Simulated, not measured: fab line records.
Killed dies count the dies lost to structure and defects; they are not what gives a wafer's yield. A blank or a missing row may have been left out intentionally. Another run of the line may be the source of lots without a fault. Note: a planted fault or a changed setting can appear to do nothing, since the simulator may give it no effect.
What tool caused it? -- flow sfq_line -- 14 lots with 42 wafers sampled at 6 steps, on a route of 325 steps

WHAT THE GAUGES READ, wafer by wafer
SFQ_R5_RS_MEAS_933: measurement is done with a four-point probe. Usual: R5_MONX_RS 7.01 ohm/sq, standard deviation 0.074.
lot,measured,on,R5_MONX_RS (ohm/sq),flag
L984,day 55 00:23,film_metro-01,7.04 7.22 7.07,
L985,day 55 06:22,film_metro-03,6.96 6.97 6.95,
L987,day 58 10:08,film_metro-04,6.95 7.00 6.98,
L988,day 58 14:40,film_metro-04,7.10 7.10 7.14,
L989,day 58 20:41,film_metro-03,6.95 6.95 6.95,
L990,day 59 01:26,film_metro-03,6.97 6.88 6.97,
L991,day 61 05:18,film_metro-03,6.90 6.93 6.87,
L992,day 61 07:42,film_metro-04,6.94 6.98 6.90,
L994,day 61 11:19,film_metro-01,7.14 7.11 7.08,
L100,day 62 04:43,film_metro-03,6.87 6.86 6.88,
L102,day 62 13:52,film_metro-03,7.02 7.00 6.98,
L103,day 62 22:46,film_metro-03,7.02 11.07 6.97,OFF
L106,day 63 07:53,film_metro-03,7.10 11.15 7.00,OFF
L107,day 63 13:44,film_metro-04,6.98 7.05 7.02,

SFQ_R5_THK_MEAS_934: measures by xrf. Usual: R5_MONX_THK 40.6 nm, standard deviation 0.57.
lot,measured,on,R5_MONX_THK (nm),flag
L984,day 55 00:29,film_metro-01,40.0 39.3 39.9,
L985,day 55 06:29,film_metro-03,40.9 40.9 41.0,
L987,day 58 10:15,film_metro-04,40.8 40.6 40.5,
L988,day 58 14:47,film_metro-04,39.7 39.8 39.7,
L989,day 58 20:47,film_metro-03,41.1 41.3 40.9,
L990,day 59 01:33,film_metro-03,41.1 41.7 41.0,
L991,day 61 05:25,film_metro-03,41.7 41.4 41.8,
L992,day 61 07:49,film_metro-04,41.3 40.8 41.3,
L994,day 61 11:25,film_metro-01,39.5 40.4 40.3,
L100,day 62 04:50,film_metro-03,41.5 41.8 41.5,
L102,day 62 13:59,film_metro-03,40.5 40.9 40.8,
L103,day 62 22:52,film_metro-03,40.6 24.7 41.0,OFF
L106,day 63 07:59,film_metro-03,40.5 25.0 41.1,OFF
L107,day 63 13:52,film_metro-04,41.1 40.8 40.7,

WHICH TOOL RAN EACH LOT (tool, then ch and the chambers of the sampled wafers, then the start)
lot,SFQ_TRILAYER_I1_CMP_CMP_046,SFQ_TRILAYER_JJ_TRILAYER_DEP_SPUTTER_109,SFQ_TRILAYER_M5_ETCH_METAL_ETCH_126,SFQ_TRILAYER_R5_DEP_SPUTTER_133
L984,"cmp-02 ch 0,1,2, day 15 05:28","pvd_sputter-06, day 44 01:17","rie_metal-01 ch 0,1, day 54 19:01","pvd_sputter-03, day 55 00:17"
L985,"cmp-02 ch 2,3, day 15 19:28","pvd_sputter-06, day 44 04:53","rie_metal-02 ch 0, day 55 01:01","pvd_sputter-04, day 55 06:17"
L987,"cmp-01 ch 0,3, day 17 01:40","pvd_sputter-05, day 47 08:34","rie_metal-02 ch 0,1, day 58 02:28","pvd_sputter-05, day 58 10:04"
L988,"cmp-02 ch 1,2, day 17 06:38","pvd_sputter-06, day 47 12:10","rie_metal-03 ch 0,1, day 58 09:17","pvd_sputter-03, day 58 14:34"
L989,"cmp-02 ch 1,2, day 17 12:08","pvd_sputter-05, day 47 16:58","rie_metal-03 ch 0,1, day 58 15:20","pvd_sputter-04, day 58 20:34"
L990,"cmp-01 ch 1,2,3, day 17 15:03","pvd_sputter-06, day 47 21:46","rie_metal-03 ch 0,1, day 58 20:05","pvd_sputter-05, day 59 01:22"
L991,"cmp-02 ch 0,2, day 17 21:08","pvd_sputter-05, day 50 05:37","rie_metal-03 ch 0,1, day 60 23:56","pvd_sputter-04, day 61 05:13"
L992,"cmp-02 ch 0,1, day 18 06:08","pvd_sputter-03, day 50 08:28","rie_metal-03 ch 0,1, day 61 02:20","pvd_sputter-05, day 61 07:37"
L994,"cmp-02 ch 0,1,2, day 19 00:08","pvd_sputter-06, day 50 12:15","rie_metal-02 ch 0,1, day 61 05:59","pvd_sputter-05, day 61 11:13"
L100,"cmp-02 ch 0,1,3, day 20 15:38","pvd_sputter-03, day 51 00:35","rie_metal-02 ch 0,1, day 61 20:27","pvd_sputter-04, day 62 04:39"
L102,"cmp-01 ch 0,2,3, day 21 14:28","pvd_sputter-03, day 51 04:11","rie_metal-03 ch 0,1, day 62 01:15","pvd_sputter-04, day 62 13:46"
L103,"cmp-02 ch 1,2, day 21 15:38","pvd_sputter-05, day 51 06:36","rie_metal-03 ch 0,1, day 62 04:55","pvd_sputter-03, day 62 22:39"
L106,"cmp-02 ch 0,1,2, day 22 18:08","pvd_sputter-03, day 51 11:23","rie_metal-02 ch 0,1, day 62 09:43","pvd_sputter-03, day 63 07:46"
L107,"cmp-02 ch 0,2,3, day 22 21:38","pvd_sputter-05, day 51 12:35","rie_metal-01 ch 0,1, day 62 12:03","pvd_sputter-04, day 63 13:39"
- SFQ_TRILAYER_I1_CMP_CMP_046: polishes SiO2.
- SFQ_TRILAYER_JJ_TRILAYER_DEP_SPUTTER_109: material Nb, target thk 150 nm, time 100 s.
- SFQ_TRILAYER_M5_ETCH_METAL_ETCH_126: etches Nb in Cl2/BCl3, stops on SiO2, time 203.2 s, target depth 265 nm.
- SFQ_TRILAYER_R5_DEP_SPUTTER_133: material MoNx, target thk 40 nm, time 66.7 s.

WHAT THE TOOLS THEMSELVES READ (means of the sampled wafers that have a number; where no wafer has one, the mark that the record gives instead)
SFQ_TRILAYER_I1_CMP_CMP_046. Usual: head_pressure_psi 3.000 psi, standard deviation 0.006; motor_current_A 9.8 A, standard deviation 1; time_to_endpoint_s 215 s, standard deviation 7.4.
lot,tool,head_pressure_psi (psi),motor_current_A (A),time_to_endpoint_s (s),flag
L984,cmp-02,2.999,9.6,225,
L985,cmp-02,2.999,11.1,222,
L987,cmp-01,3.000,9.0,226,
L988,cmp-02,2.997,10.1,218,
L989,cmp-02,3.009,9.7,217,
L990,cmp-01,3.002,9.0,215,
L991,cmp-02,2.998,9.6,207,
L992,cmp-02,3.004,9.9,211,
L994,cmp-02,2.995,9.7,208,
L100,cmp-02,3.004,10.8,208,
L102,cmp-01,3.000,8.7,219,
L103,cmp-02,3.000,9.9,215,
L106,cmp-02,2.999,9.7,209,
L107,cmp-02,3.001,10.7,216,

SFQ_TRILAYER_JJ_TRILAYER_DEP_SPUTTER_109. Usual: throttle_valve_pct 30.0 %, standard deviation 1.1.
lot,tool,throttle_valve_pct (%),flag
L984,pvd_sputter-06,31.1,
L985,pvd_sputter-06,30.2,
L987,pvd_sputter-05,30.5,
L988,pvd_sputter-06,29.8,
L989,pvd_sputter-05,29.6,
L990,pvd_sputter-06,30.4,
L991,pvd_sputter-05,30.5,
L992,pvd_sputter-03,29.4,
L994,pvd_sputter-06,30.5,
L100,pvd_sputter-03,30.0,
L102,pvd_sputter-03,29.8,
L103,pvd_sputter-05,31.0,
L106,pvd_sputter-03,30.4,
L107,pvd_sputter-05,30.0,

SFQ_TRILAYER_M5_ETCH_METAL_ETCH_126. Usual: drypump_motor_current_A 5.6 A, standard deviation 0.46; oes_product_au 0.730 a.u., standard deviation 0.0054.
lot,tool,drypump_motor_current_A (A),oes_product_au (a.u.),flag
L984,rie_metal-01,5.3,0.731,
L985,rie_metal-02,5.5,0.731,
L987,rie_metal-02,5.6,0.729,
L988,rie_metal-03,5.5,0.735,
L989,rie_metal-03,6.0,0.728,
L990,rie_metal-03,6.0,0.725,
L991,rie_metal-03,5.5,0.722,
L992,rie_metal-03,6.0,0.730,
L994,rie_metal-02,5.6,0.728,
L100,rie_metal-02,5.6,0.737,
L102,rie_metal-03,5.5,0.735,
L103,rie_metal-03,5.5,0.724,
L106,rie_metal-02,5.6,0.724,
L107,rie_metal-01,5.4,0.728,

SFQ_TRILAYER_R5_DEP_SPUTTER_133. Usual: throttle_valve_pct 29.7 %, standard deviation 1.1.
lot,tool,throttle_valve_pct (%),flag
L984,pvd_sputter-03,29.5,
L985,pvd_sputter-04,28.9,
L987,pvd_sputter-05,30.6,
L988,pvd_sputter-03,31.3,
L989,pvd_sputter-04,29.2,
L990,pvd_sputter-05,30.7,
L991,pvd_sputter-04,29.1,
L992,pvd_sputter-05,30.8,
L994,pvd_sputter-05,30.9,
L100,pvd_sputter-04,28.9,
L102,pvd_sputter-04,29.3,
L103,pvd_sputter-03,29.6,
L106,pvd_sputter-03,30.0,
L107,pvd_sputter-04,29.5,

THE ANSWER, worked out from the rows above alone
Rule: lot off if the mean of its wafers having a number is beyond 3 standard deviations from the usual mean. Also off: a lot with no number at a reading for which 4 or more lots have one. Any other lot the step has rows for is counted as sound. The gauges are gone through in route order, then the tools' own readings, and for those a lot's mean is taken as printed above. At the first step where some lot is off, the reading lying furthest off is the one used; lots without a number count as furthest.
Off: L103, L106, seen at SFQ_R5_RS_MEAS_933 (R5_MONX_RS).
A tool fits if, at a process step before that reading, it ran every lot that is off, and no sound lot after the first of them. Those tools and the gauges at SFQ_R5_RS_MEAS_933 are tried in the same way. This does not decide it: 2 tools fit, namely pvd_sputter-03 at SFQ_TRILAYER_R5_DEP_SPUTTER_133 and film_metro-03 at SFQ_R5_RS_MEAS_933.

WHAT THE SIMULATOR HAD PUT IN
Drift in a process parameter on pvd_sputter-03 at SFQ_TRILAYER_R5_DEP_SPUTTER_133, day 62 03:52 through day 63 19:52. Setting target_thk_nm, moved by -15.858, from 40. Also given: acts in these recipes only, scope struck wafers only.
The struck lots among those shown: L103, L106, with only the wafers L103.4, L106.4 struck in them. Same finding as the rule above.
